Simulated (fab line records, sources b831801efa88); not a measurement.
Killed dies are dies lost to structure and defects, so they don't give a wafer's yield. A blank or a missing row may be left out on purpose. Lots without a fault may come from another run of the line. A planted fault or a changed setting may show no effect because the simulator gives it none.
Split-lot experiment | flow sky130 | 5 lots, 23 wafers read, on a route of 708 steps

THE SPLIT
At SKY_POLY_CUT_COAT_03 (resist thk 450 nm), the setting spin_rpm was moved away from the recipe's 3000 rpm on 9 of the 23 wafers read, by -7.2% to +6.6%. The other wafers ran this setting at the recipe's value.

The reading is taken at the split's own step.

THE READING
KrF-thick_of_POLY_CUT_COAT_03.thk_nm (the simulator's own value, which no gauge read), in nm, at SKY_POLY_CUT_COAT_03 (resist thk 450 nm). The file gives no usual value for it. The 14 wafers here that ran the recipe average 450.3 nm, standard deviation 1.1 nm.

wafer  | tool, chamber at the split | spin_rpm as run, rpm | against the recipe | KrF-thick_of_POLY_CUT_COAT_03.thk_nm, nm | against lot-mates on the recipe
L077.1 | litho_track-02, 0          | 3000                 | recipe             | 449.5                                    | -
L077.4 | litho_track-02, 0          | 3000                 | recipe             | 450.5                                    | -
L077.6 | litho_track-02, 0          | 3000                 | recipe             | 449.6                                    | -
L078.1 | litho_track-02, 0          | 3000                 | recipe             | 451.5                                    | -
L078.2 | litho_track-02, 0          | 3000                 | recipe             | 453                                      | -
L078.4 | litho_track-02, 0          | 3085                 | +2.8%              | 444.1                                    | -7.7
L078.5 | litho_track-02, 0          | 3000                 | recipe             | 451                                      | -
L078.6 | litho_track-02, 0          | 3085                 | +2.8%              | 444.9                                    | -6.9
L081.1 | litho_track-03, 0          | 3000                 | recipe             | 450.5                                    | -
L081.2 | litho_track-03, 0          | 2806                 | -6.5%              | 466.3                                    | +15.9
L081.3 | litho_track-03, 0          | 2806                 | -6.5%              | 465.9                                    | +15.5
L081.4 | litho_track-03, 0          | 3000                 | recipe             | 450.2                                    | -
L081.5 | litho_track-03, 0          | 2806                 | -6.5%              | 466.8                                    | +16.4
L083.1 | litho_track-01, 0          | 3000                 | recipe             | 449.4                                    | -
L083.3 | litho_track-01, 0          | 3000                 | recipe             | 450.2                                    | -
L083.4 | litho_track-01, 0          | 2784                 | -7.2%              | 466.4                                    | +16.4
L083.5 | litho_track-01, 0          | 3000                 | recipe             | 450.5                                    | -
L083.6 | litho_track-01, 0          | 2784                 | -7.2%              | 466.9                                    | +16.9
L082.2 | litho_track-02, 0          | 3000                 | recipe             | 450.3                                    | -
L082.3 | litho_track-02, 0          | 3000                 | recipe             | 448.9                                    | -
L082.4 | litho_track-02, 0          | 3000                 | recipe             | 448.5                                    | -
L082.5 | litho_track-02, 0          | 3199                 | +6.6%              | 434.7                                    | -14.5
L082.6 | litho_track-02, 0          | 3199                 | +6.6%              | 435.1                                    | -14.1

THE FIT
A straight line over all 23 wafers: KrF-thick_of_POLY_CUT_COAT_03.thk_nm changes by -2.35 nm for each +1% of spin_rpm; r = -0.99; the points scatter about the line by 1 nm.
The same after taking each lot's own level away (the mean of its wafers on the recipe; 23 wafers): -2.34 nm for each +1%; r = -1.00; scatter 0.75 nm.
On that fit, the largest move of spin_rpm shifts the reading by 17 nm.
The lots' own levels span 449.23 to 451.83 nm, that is 2.4 times the standard deviation above.
So the lot-to-lot level changes the slope little: the two slopes agree.
Check: with one of the wafers moved furthest among these (-7.2%) left out of the fit, the line predicts +17.1 nm for it against its lot-mates. It came out at +16.4 nm against them.

OTHER SPLITS ON THESE WAFERS
These wafers also went through other splits before the reading. Each is held against what the fit with the lots' levels taken away leaves over:
other split on the same wafers       | wafers away from the commonest value | r with KrF-thick_of_POLY_CUT_COAT_03.thk_nm (lot level and that fit taken away)
SKY_POLY_GATE_SOFTBAKE_09 temp_c     | 7                                    | -0.13
SKY_POLY_GATE_OXIDATION_20 ox_time_s | 18                                   | +0.29
SKY_LDD_N_IMPLANT_10 energy_kev      | 8                                    | -0.15
SKY_LDD_P_DEVELOP_06 dev_temp_c      | 8                                    | +0.41
SKY_LDD_P_IMPLANT_09 energy_kev      | 9                                    | -0.44
SKY_LDD_HVP_COAT_02 spin_rpm         | 10                                   | +0.07
SKY_LDD_LDN_IMPLANT_10 energy_kev    | 8                                    | +0.27

THE WHOLE CHAIN: every reading that the file lists as answering this split, in the file's order
step                  | what it does      | reading                                                                               | change (the file's fit)              | r (the file's)
SKY_POLY_CUT_COAT_03  | resist thk 450 nm | KrF-thick_of_POLY_CUT_COAT_03.thk_nm (the simulator's own value, which no gauge read) | -2.32 nm for each +1% of the setting | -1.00
SKY_POLY_CUT_STRIP_12 | strips in O2/N2   | strip_time_to_endpoint_s                                                              | withheld for each +1% of the setting | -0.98

THE FILE'S OWN FIT
KrF-thick_of_POLY_CUT_COAT_03.thk_nm changes by -2.32 nm for each +1% of spin_rpm, r = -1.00.
